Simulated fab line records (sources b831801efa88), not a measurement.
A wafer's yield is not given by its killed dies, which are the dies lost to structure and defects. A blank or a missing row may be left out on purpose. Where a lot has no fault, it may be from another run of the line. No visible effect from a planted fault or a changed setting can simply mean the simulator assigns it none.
Problem report, 8D (eight disciplines) form, completed by code -- flow sfq line -- the parts of the form that need people (team, actions taken, sign-off) are left out

## 1. THE PROBLEM
At SFQ_TRILAYER_I1_METRO_MEASURE_047, thk nm averages 220.4 nm over 4 wafers from 2 lots, while fault-free wafers read 200.1 nm, standard deviation 1.2. That is +17 standard deviations from the usual mean.
Seen first at day 16 11:58 on film metro-04, wafer L719.5. The record has a number at this step for 18 wafers belonging to 6 lots. Rule for "out", or "out of limits": more than 4 standard deviations from the usual mean. The other wafers with a number count as sound.

## 2. WHAT IT IS, WHAT IT ISN'T
question,is,is not
which readings at this step,thk nm,-
which lots,"L719, L720","L730, L732, L737, L740"
which wafers of those lots,"L719.5, L719.6, L720.5, L720.6","L719.3, L720.2"
read on which tools,film metro-04,"film metro-01, film metro-03"
when,from day 16 11:58,"up to then (1 sound wafer); but 13 sound wafers of L720, L730, L732, L737, L740 came after"

## 3. SUSPECTS, AND WHAT RULES EACH OUT
Counting: any tool at a process step up to the reading remains a suspect provided it ran every lot that is out. Sound lots after the first of them don't rule it out here, since some wafers of a struck lot are sound.
- rie metal-01 at SFQ_TRILAYER_M1_BARC_OPEN_METAL_ETCH_054 (etches BARC in O2, target depth 125 nm, time 41.7 s): kept. It ran every lot that is out, first L719 (day 16 05:24).
- rie metal-01 at SFQ_TRILAYER_M1_STRIP_STRIP_043 (strips in O2): kept. It ran every lot that is out, first L719 (day 16 06:08).
- pecvd-01 at SFQ_TRILAYER_I1_DEP_PECVD_045 (deposits SiO2 from SiH4/N2O, time 111.11 s, target thk 500 nm): kept. It ran every lot that is out, first L719 (day 16 07:06).
- cmp-01 at SFQ_TRILAYER_I1_CMP_CMP_046 (polishes SiO2): kept. It ran every lot that is out, first L719 (day 16 08:26).
- film metro-04 at SFQ_TRILAYER_I1_METRO_MEASURE_047: kept. It ran every lot that is out, first L719 (day 16 11:58). Out on those wafers are its own readings of thk nm.
Left after counting: rie metal-01 at SFQ_TRILAYER_M1_BARC_OPEN_METAL_ETCH_054, rie metal-01 at SFQ_TRILAYER_M1_STRIP_STRIP_043, pecvd-01 at SFQ_TRILAYER_I1_DEP_PECVD_045, cmp-01 at SFQ_TRILAYER_I1_CMP_CMP_046, film metro-04 at SFQ_TRILAYER_I1_METRO_MEASURE_047.

## 4. THE CAUSE (what the simulator had put in)
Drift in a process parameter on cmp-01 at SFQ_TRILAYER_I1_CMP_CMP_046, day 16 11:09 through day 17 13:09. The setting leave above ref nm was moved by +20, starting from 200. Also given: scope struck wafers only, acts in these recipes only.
Counting left 5 suspects, and this tool is among them.

## 5. SEQUENCE OF EFFECTS, ordered by route
Each row: a reading whose mean over the struck wafers that have a number lies more than 3 standard deviations from the usual. Only readings for which the record gives a usual standard deviation are gone through. hours: the time from each lot's start at the first step in this table that gives one to its start at this step, as a median over the lots. sigmas: the change in usual standard deviations.
hours,step,reading,usual,on struck wafers,change,sigmas
0,SFQ_TRILAYER_I1_METRO_MEASURE_047,thk nm,200.1 nm,220.4,+20.3,+17
149,SFQ_TRILAYER_I1_VIA_ETCH_VIA_ETCH_052,oes product au,0.855 a.u.,0.903,+0.048,+9.8
It contains these process steps:
- SFQ_TRILAYER_I1_METRO_MEASURE_047
- SFQ_TRILAYER_I1_VIA_ETCH_VIA_ETCH_052: etches SiO2 in CHF3, stops on Nb, target depth 260 nm.
Later measuring or inspecting steps at which every struck wafer that the step has a row for has a number for every such reading, and none has moved that far: SFQ_I1_OVL_MEAS_913.

## 6. HOW IT WOULD HAVE BEEN CAUGHT EARLIER
In this record the first reading out of limits was taken at day 16 11:58, 1 hour after the fault began at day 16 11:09.
Tool readings at SFQ_TRILAYER_I1_CMP_CMP_046 with a usual standard deviation given in the record: none out on any struck wafer, hence no alarm at a limit of 4 standard deviations on them.
Of the lots that are out (2), L720 began SFQ_TRILAYER_I1_CMP_CMP_046 on cmp-01 after day 16 11:58. A tool hold placed at that time would have kept it from harm.
